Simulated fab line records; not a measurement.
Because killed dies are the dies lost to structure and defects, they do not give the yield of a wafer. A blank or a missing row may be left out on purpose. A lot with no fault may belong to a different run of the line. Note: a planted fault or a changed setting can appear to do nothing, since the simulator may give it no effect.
Struck lot and sound lot, side by side | flow gf180mcu | 23 out of 602 route steps
Sound: these wafers, L867.1, L867.5, L867.6. Wafers struck: L877.1, L877.2, L877.5. The cause comes at the end.
Each step with rows lists, per side, the tool, then ch with its chambers, then its first start. Under that, the readings that differ: sound wafers | struck wafers | difference of the means | sigmas: that difference in standard deviations of wafers without a fault.
alike: a reading whose means differ by less than 2 such deviations, as well as words and numbers matching on both sides. not compared: withheld readings; readings where some wafer has no value; bounds like >300 that might hide an equal value; numbers whose values overlap and for which the record gives no deviation.
The two part at a step that has a row with sigmas, a row that says differs or no value, or rows on one side only. Non-overlapping numbers with no deviation appear without sigmas and do not part them. Lack of a reading on every wafer of one side parts them only where that side has two or more wafers.

first, 5 steps without rows for these wafers: GF_HV_LDD_COAT_02 (resist thk 1000 nm); GF_HV_LDD_SOFTBAKE_03 (time 60 s); GF_HV_LDD_EXPOSE_04 (exposes mask Nplus LV AREA, target cd 400 nm); GF_HV_LDD_PEB_05; GF_HV_LDD_DEVELOP_06 (develop time 60 s).
GF_HV_LDD_CD_MEAS_07 targets a cd of 400 nm.
  struck on cdSem-01, day 13 13:29; sound on cdSem-02, day 10 10:46
reading   | sound             | struck            | difference | sigmas
cdNm (nm) | 395.9 397.6 397.2 | 402.8 401.6 401.3 | +5.0       | +2
GF_HV_LDD_OVL_MEAS_08:
  struck on overlay-01, day 13 13:36; sound on overlay-02, day 10 10:53
  alike: HV_LDD_OVL
after that, 1 step had no rows for these wafers: GF_HV_LDD_IMPLANT_09.
GF_HV_LDD_STRIP_10: strips in O2/N2.
  sound on plasmaAsher-01 ch 0,1, day 10 11:04; struck on plasmaAsher-01 ch 0,1, day 13 13:47
  alike: drypumpMotorCurrentA, heaterPowerW, oesProductAu, stripTimeToEndpointS
  not compared: rfHoursCounterH
GF_HV_LDD_TW_MEAS_11:
  struck on filmMetro-03, day 13 13:53; sound on filmMetro-01, day 10 11:10
  alike: HV_LDD_TW
then, 2 steps without rows for these wafers: GF_HV_LDD_DEHYDRATE_12 (time 60 s); GF_HV_LDD_HMDS_13 (prime time 60 s).
GF_HV_LDD_COAT_14: resist thk 1000 nm.
  sound on lithoTrack-02 ch 0, day 10 19:49; struck on lithoTrack-02 ch 0, day 13 23:52
reading                                    | sound                | struck               | difference | sigmas
spinSpeedRpm (rpm)                         | 2999.2 2999.1 3000.2 | 3321.0 3321.1 3320.8 | +321.5     | +99 or more
model.NOVOLAK_of_HV_LDD_COAT_14.thkNm (nm) | 1001 999.2 1002      | 949.2 951.2 949.5    | -50.8      | 
  alike: dispensePressureKPa
then, 3 steps without rows for these wafers: GF_HV_LDD_SOFTBAKE_15 (time 60 s); GF_HV_LDD_EXPOSE_16 (exposes mask Pplus LV AREA, target cd 400 nm); GF_HV_LDD_PEB_17.
GF_HV_LDD_DEVELOP_18: develop time 60 s.
  sound on lithoTrack-02 ch 0, day 11 04:46; struck on lithoTrack-03 ch 0, day 14 10:17
reading                                    | sound           | struck            | difference | sigmas
model.NOVOLAK_of_HV_LDD_COAT_14.thkNm (nm) | 1000 998.8 1001 | 948.8 950.8 949.1 | -50.4      | 
GF_HV_LDD_CD_MEAS_19 targets a cd of 400 nm.
  struck on cdSem-02, day 14 10:26; sound on cdSem-01, day 11 04:55
  alike: cdNm
GF_HV_LDD_OVL_MEAS_20:
  struck on overlay-02, day 14 10:33; sound on overlay-02, day 11 05:02
  alike: HV_LDD_01_OVL
after that, 1 step had no rows for these wafers: GF_HV_LDD_IMPLANT_21.
GF_HV_LDD_STRIP_22: strips in O2/N2.
  sound on plasmaAsher-04 ch 0,1, day 11 05:13; struck on plasmaAsher-02 ch 0,1, day 14 10:44
reading                  | sound             | struck            | difference | sigmas
stripTimeToEndpointS (s) | 12.64 12.62 12.65 | 12.04 12.05 12.04 | -0.59      | -15
  alike: drypumpMotorCurrentA, heaterPowerW, oesProductAu
  not compared: rfHoursCounterH
GF_HV_LDD_TW_MEAS_23:
  struck on filmMetro-03, day 14 10:50; sound on filmMetro-04, day 11 05:19
  alike: HV_LDD_2_TW
after that, 1 step had no rows for these wafers: GF_PASSIVATION_PROBE_99.

== WHERE THEY PART ==
First at GF_HV_LDD_CD_MEAS_07; last, within this record, at GF_HV_LDD_STRIP_22. Later steps at which nothing parts them and some readings are alike: GF_HV_LDD_TW_MEAS_23.

WHY: the cause the simulator had injected
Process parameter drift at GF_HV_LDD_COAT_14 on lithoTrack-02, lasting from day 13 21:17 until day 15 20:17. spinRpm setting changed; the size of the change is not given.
